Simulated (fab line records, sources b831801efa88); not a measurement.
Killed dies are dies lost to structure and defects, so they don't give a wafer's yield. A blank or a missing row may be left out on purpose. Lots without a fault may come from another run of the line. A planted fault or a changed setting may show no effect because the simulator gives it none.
Split-lot experiment | flow sfq_line | 5 lots, 11 wafers read, on a route of 325 steps

THE SPLIT
At SFQ_TRILAYER_R5_LITHO_COAT_141 (resist thk 62 nm), the setting resist_thk_nm was moved away from the recipe's 62 nm on 2 of the 11 wafers read, by +2.4% to +5.5%. The other wafers ran this setting at the recipe's value.

The file shows no step between the split and the reading.

THE READING
etch.depth_nm (the simulator's own value, which no gauge read), in nm, at SFQ_TRILAYER_R5_BARC_OPEN_METAL_ETCH_177 (etches BARC in O2, target depth 125 nm, time 41.7 s). The file gives no usual value for it. The 9 wafers here that ran the recipe average 62.04 nm, standard deviation 0.11 nm.

wafer  | tool, chamber at the split | resist_thk_nm as run, nm | against the recipe | etch.depth_nm, nm | against lot-mates on the recipe
L078.3 | litho_track-01, 0          | 62                       | recipe             | 62.14             | -
L078.5 | litho_track-01, 0          | 62                       | recipe             | 62.08             | -
L079.1 | litho_track-02, 0          | 62                       | recipe             | 62.06             | -
L079.4 | litho_track-02, 0          | 62                       | recipe             | 61.88             | -
L079.5 | litho_track-02, 0          | 62                       | recipe             | 62.02             | -
L080.2 | litho_track-04, 0          | 65.41                    | +5.5%              | 65.32             | +3.47
L080.5 | litho_track-04, 0          | 62                       | recipe             | 61.85             | -
L084.4 | litho_track-02, 0          | 62                       | recipe             | 62.17             | -
L085.1 | litho_track-04, 0          | 62                       | recipe             | 62.19             | -
L085.2 | litho_track-04, 0          | 63.47                    | +2.4%              | 63.49             | +1.39
L085.4 | litho_track-04, 0          | 62                       | recipe             | 62.01             | -

THE FIT
A straight line over all 11 wafers: etch.depth_nm changes by +0.597 nm for each +1% of resist_thk_nm; r = +0.99; the points scatter about the line by 0.11 nm.
The same after taking each lot's own level away (the mean of its wafers on the recipe; 11 wafers): +0.625 nm for each +1%; r = +1.00; scatter 0.071 nm.
On that fit, the largest move of resist_thk_nm shifts the reading by 3.4 nm.
The lots' own levels span 61.850 to 62.170 nm, that is 2.8 times the standard deviation above.
So the lot-to-lot level changes the slope little: the two slopes agree.
Check: with one of the wafers moved furthest among these (+5.5%) left out of the fit, the line predicts +3.22 nm for it against its lot-mates. It came out at +3.47 nm against them.

OTHER SPLITS ON THESE WAFERS
These wafers also went through other splits before the reading. Each is held against what the fit with the lots' levels taken away leaves over:
other split on the same wafers                 | wafers away from the commonest value | r with etch.depth_nm (lot level and that fit taken away)
SFQ_TRILAYER_M4_DEP_SPUTTER_091 power_w        | 4                                    | +0.00
SFQ_TRILAYER_M4_LITHO_COAT_098 resist_thk_nm   | 4                                    | -0.20
SFQ_TRILAYER_I4_DEP_PECVD_099 rf_w             | 3                                    | -0.15
SFQ_TRILAYER_I4_VIA_LITHO_COAT_108 spin_rpm    | 4                                    | -0.24
SFQ_TRILAYER_I4_VIA_LITHO_EXPOSE_104 dose_mj   | 2                                    | -0.34
SFQ_TRILAYER_JJ_CE_LITHO_PEB_117 peb_time_s    | 4                                    | +0.13
SFQ_TRILAYER_M5_LITHO_COAT_123 resist_thk_nm   | 2                                    | -0.11
SFQ_TRILAYER_M5_BARC_OPEN_METAL_ETCH_161 icp_w | 3                                    | +0.09

THE WHOLE CHAIN: every reading that the file lists as answering this split, in the file's order
step                                     | what it does                                        | reading                                                                                    | change (the file's fit)               | r (the file's)
SFQ_TRILAYER_R5_LITHO_COAT_141           | resist thk 62 nm                                    | BARC_of_TRILAYER_R5_LITHO_COAT_141.thk_nm (the simulator's own value, which no gauge read) | +0.639 nm for each +1% of the setting | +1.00
SFQ_TRILAYER_R5_BARC_OPEN_METAL_ETCH_177 | etches BARC in O2, target depth 125 nm, time 41.7 s | etch.depth_nm (the simulator's own value, which no gauge read)                             | +0.622 nm for each +1% of the setting | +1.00

THE FILE'S OWN FIT
etch.depth_nm changes by +0.622 nm for each +1% of resist_thk_nm, r = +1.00.
